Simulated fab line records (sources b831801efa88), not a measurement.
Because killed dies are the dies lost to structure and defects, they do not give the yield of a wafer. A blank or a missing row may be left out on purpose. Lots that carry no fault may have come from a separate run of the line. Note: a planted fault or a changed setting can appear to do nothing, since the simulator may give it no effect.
Which tool did it? || flow gf180mcu || 7 lots with 21 wafers sampled at 3 steps, on a route of 602 steps

## WHAT THE GAUGES READ, wafer by wafer
GF_V3_CD_MEAS_14: the cd target is 260 nm.
{"lot": "L504", "measured": "day 22 17:28", "on": "cd-sem-01", "cd-nm (nm)": "258.9 259.3 258.7"}
{"lot": "L507", "measured": "day 23 22:44", "on": "cd-sem-01", "cd-nm (nm)": "263.1 262.2 262.9"}
{"lot": "L512", "measured": "day 25 10:30", "on": "cd-sem-01", "cd-nm (nm)": "260.2 261.7 260.2"}
{"lot": "L523", "measured": "day 28 19:41", "on": "cd-sem-02", "cd-nm (nm)": "261.4 261.9 261.6"}
{"lot": "L525", "measured": "day 29 12:51", "on": "cd-sem-02", "cd-nm (nm)": "261.8 260.7 260.5"}

## WHAT TOOL EACH LOT RAN ON (gives the tool, then ch and the chambers of the sampled wafers, and finally the start)
{"lot": "L504", "GF_HV_LDD_EXPOSE_04": "iline-stepper-02 ch 0, day 9 22:39", "GF_M2_METAL_ETCH_16": "rie-metal-01 ch 0,1, day 19 13:23"}
{"lot": "L507", "GF_HV_LDD_EXPOSE_04": "iline-stepper-02 ch 0, day 10 20:58", "GF_M2_METAL_ETCH_16": "rie-metal-01 ch 0,1, day 20 19:08"}
{"lot": "L512", "GF_HV_LDD_EXPOSE_04": "iline-stepper-01 ch 0, day 12 06:06", "GF_M2_METAL_ETCH_16": "rie-metal-02 ch 0,1, day 22 11:05"}
{"lot": "L514", "GF_HV_LDD_EXPOSE_04": "iline-stepper-01, day 12 23:44", "GF_M2_METAL_ETCH_16": "-"}
{"lot": "L516", "GF_HV_LDD_EXPOSE_04": "iline-stepper-01, day 13 15:08", "GF_M2_METAL_ETCH_16": "-"}
{"lot": "L523", "GF_HV_LDD_EXPOSE_04": "iline-stepper-01 ch 0, day 15 13:24", "GF_M2_METAL_ETCH_16": "rie-metal-01 ch 0,1, day 26 03:02"}
{"lot": "L525", "GF_HV_LDD_EXPOSE_04": "iline-stepper-01 ch 0, day 16 07:56", "GF_M2_METAL_ETCH_16": "rie-metal-02 ch 0,1, day 26 21:32"}
- GF_HV_LDD_EXPOSE_04: exposes mask Nplus LV AREA, target cd 400 nm.
- GF_M2_METAL_ETCH_16: etches the open film in Cl2/BCl3, stops on SiO2, target depth 627.5 nm, time 104.6 s.

## THE ANSWER, worked out from the rows above alone
Rule: usual is defined by the lots themselves. Put in order of their means at a reading, lots are off if they are a third of the lots or fewer, leave a main group of 4 or more, and stand apart from it by a gap of 3 or more times the standard deviation of the main group's means; of several such gaps the widest counts. The tables above print the reading to a certain number of digits; a main group whose means all agree to those digits is not used. A lot without any number at a reading at which 4 lots or more have one is off too. The other lots that the step has rows for count as sound.
Nothing can be told from this: no lot is off at any reading shown.

## WHAT HAD BEEN PUT IN BY THE SIMULATOR
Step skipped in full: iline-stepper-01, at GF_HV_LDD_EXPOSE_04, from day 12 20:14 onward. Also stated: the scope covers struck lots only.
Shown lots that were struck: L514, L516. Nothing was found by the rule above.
